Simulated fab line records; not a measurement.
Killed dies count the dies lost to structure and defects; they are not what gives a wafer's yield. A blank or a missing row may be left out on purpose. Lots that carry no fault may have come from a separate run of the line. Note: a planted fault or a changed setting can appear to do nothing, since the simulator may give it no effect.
Matching of chambers | flow sfq-line | SFQ_TRILAYER_I3_DEP_PECVD_081 on pecvd-01 has 3 sister chambers
The step deposits SiO2 from SiH4/N2O, time 108.9 s, target thk 500 nm. 6 wafers are shown with their chamber, then 7 later ones without.

WAFERS, EACH WITH ITS CHAMBER
wafer  | chamber | heater-power-w (W) | throttle-valve-pct (%)
L301.4 | 2       | 61                 | 24.0
L302.1 | 2       | 63                 | 23.6
L308.5 | 0       | 87                 | 25.1
L308.6 | 1       | 50                 | 25.3
L313.3 | 0       | 86                 | 24.9
L313.4 | 1       | 47                 | 25.3

WAFERS WITH NO CHAMBER GIVEN
wafer  | heater-power-w (W) | throttle-valve-pct (%)
L313.5 | 92                 | 25.1
L315.2 | 91                 | 25.1
L315.3 | 47                 | 25.6
L315.4 | 62                 | 23.8
L319.1 | 48                 | 25.1
L319.2 | 88                 | 25.1
L319.5 | 88                 | 25.0

THE CHAMBER EACH PASSED THROUGH
wafer  | from the rows above | in truth
L313.5 | 0                   | 0
L315.2 | 0                   | 0
L315.3 | 1                   | 1
L315.4 | 2                   | 2
L319.1 | 1                   | 1
L319.2 | 0                   | 0
L319.5 | 0                   | 0
Correct placement for 7 of the 7. Can't be placed from these rows: 0. Placed wrongly: 0.
How it was worked out, from the rows above alone: a wafer's distance from a chamber is the root of the sum, over the readings, of the square of ((its reading less the chamber's mean) divided by the reading's scatter). If the next closest chamber is less than 2 further off than the closest, the wafer can't be placed; otherwise it belongs to the closest. The mean given for a chamber averages the wafers shown for that chamber. The scatter: the root of (the sum of the squares of (reading less its chamber's mean) over the shown wafers, divided by (wafers less chambers)).
